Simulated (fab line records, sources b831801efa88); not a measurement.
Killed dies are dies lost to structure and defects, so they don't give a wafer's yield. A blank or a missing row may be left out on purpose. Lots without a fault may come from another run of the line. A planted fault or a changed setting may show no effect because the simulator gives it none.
Which tool did it? | flow gf180mcu | 7 lots, 21 wafers sampled, at 2 steps of a route of 602

WHAT THE GAUGES READ, wafer by wafer
GF_PSD_RS_MEAS_14: measures by four-point-probe.
lot  | measured     | on            | NSD_RS (ohm/sq)
L305 | day 14 22:22 | film_metro-03 | 45.95 45.96 46.04
L309 | day 16 00:16 | film_metro-04 | 46.06 46.06 46.02
L316 | day 18 10:43 | film_metro-03 | - - -
L320 | day 19 15:20 | film_metro-04 | 46.08 46.13 46.30
L322 | day 20 13:50 | film_metro-03 | 46.12 46.09 46.13
L324 | day 21 15:54 | film_metro-03 | 46.20 46.07 46.25
L327 | day 22 08:39 | film_metro-04 | 46.15 46.15 46.13

WHICH TOOL RAN EACH LOT (tool, then ch and the chambers of the sampled wafers, then the start)
lot  | GF_PSD_RTA_13
L305 | rtp_anneal-02 ch 0, day 14 22:16
L309 | rtp_anneal-02 ch 0, day 16 00:10
L316 | rtp_anneal-01, day 18 10:37
L320 | rtp_anneal-02 ch 0, day 19 15:14
L322 | rtp_anneal-02 ch 0, day 20 13:45
L324 | rtp_anneal-01 ch 0, day 21 15:46
L327 | rtp_anneal-01 ch 0, day 22 08:34
- GF_PSD_RTA_13: time 20 s.

THE ANSWER, worked out from the rows above alone
Rule: what is usual is taken from the lots themselves. Put in order of their means at a reading, lots are off if they are a third of the lots or fewer, leave a main group of 4 or more, and stand apart from it by a gap of 3 or more times the standard deviation of the main group's means; of several such gaps the widest counts. A main group whose means are all the same, to the digits that the tables above print for the reading, isn't used. A lot without any number at a reading at which 4 lots or more have one is off too. The other lots that the step has rows for count as sound.
Off: L316, at GF_PSD_RS_MEAS_14 (NSD_RS). Without a number there: L316. The main group: mean 46.11 ohm/sq, standard deviation 0.069.
A tool fits if, at a process step before that reading, it ran every lot that is off, and no sound lot after the first of them. The gauges at GF_PSD_RS_MEAS_14 are tried like those tools. None of those tried fits.

WHAT THE SIMULATOR HAD PUT IN
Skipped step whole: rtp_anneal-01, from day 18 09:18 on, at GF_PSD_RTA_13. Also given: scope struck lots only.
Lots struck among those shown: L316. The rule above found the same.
